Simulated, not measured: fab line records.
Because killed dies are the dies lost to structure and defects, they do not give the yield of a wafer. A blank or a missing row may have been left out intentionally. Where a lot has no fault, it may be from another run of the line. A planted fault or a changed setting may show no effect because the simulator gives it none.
Matching of chambers -- flow sky130 -- rie diel-01 running SKY_CONTACT_ETCH_17: 4 sister chambers
The step etches SiO2 in C4F8/O2/Ar, stops on Si3N4, target depth 340 nm. 8 wafers are shown with their chamber, then 12 later ones without.

== WAFERS, EACH WITH ITS CHAMBER ==
wafer,chamber,oes product au (a.u.)
L085.6,1,0.882
L088.2,2,0.890
L088.4,1,0.901
L089.4,0,0.887
L089.5,3,0.891
L092.4,3,0.887
L092.5,0,0.887
L092.6,2,0.888

== WAFERS WHOSE CHAMBER IS MISSING ==
wafer,oes product au (a.u.)
L093.1,0.881
L093.5,0.888
L093.6,0.894
L094.3,0.898
L094.4,0.888
L094.5,0.896
L096.1,0.889
L096.3,0.889
L096.6,0.896
L097.1,0.893
L097.2,0.891
L097.3,0.895

== THE CHAMBER EACH PASSED THROUGH ==
wafer,from the rows above,in truth
L093.1,can't be placed: 0 or 2 or 3 or 1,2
L093.5,can't be placed: 0 or 2 or 3 or 1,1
L093.6,can't be placed: 1 or 2 or 3 or 0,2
L094.3,can't be placed: 1 or 2 or 3 or 0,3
L094.4,can't be placed: 0 or 2 or 3 or 1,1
L094.5,can't be placed: 1 or 2 or 3 or 0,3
L096.1,can't be placed: 2 or 3 or 0 or 1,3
L096.3,can't be placed: 2 or 3 or 0 or 1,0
L096.6,can't be placed: 1 or 2 or 3 or 0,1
L097.1,can't be placed: 1 or 2 or 3 or 0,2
L097.2,can't be placed: 1 or 2 or 3 or 0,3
L097.3,can't be placed: 1 or 2 or 3 or 0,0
Placed correctly: 0 of 12. Not placeable from these rows: 12 (in 12, the candidates include the true chamber). 0 placed wrongly.
How it was worked out, from the rows above alone: a wafer's distance from a chamber is the root of the sum, over the readings, of the square of ((its reading less the chamber's mean) divided by the reading's scatter). If the next closest chamber is less than 2 further off than the closest, the wafer can't be placed; otherwise it belongs to the closest. Each chamber's mean is taken over the wafers shown for it. The scatter: the root of (the sum of the squares of (reading less its chamber's mean) over the shown wafers, divided by (wafers less chambers)).
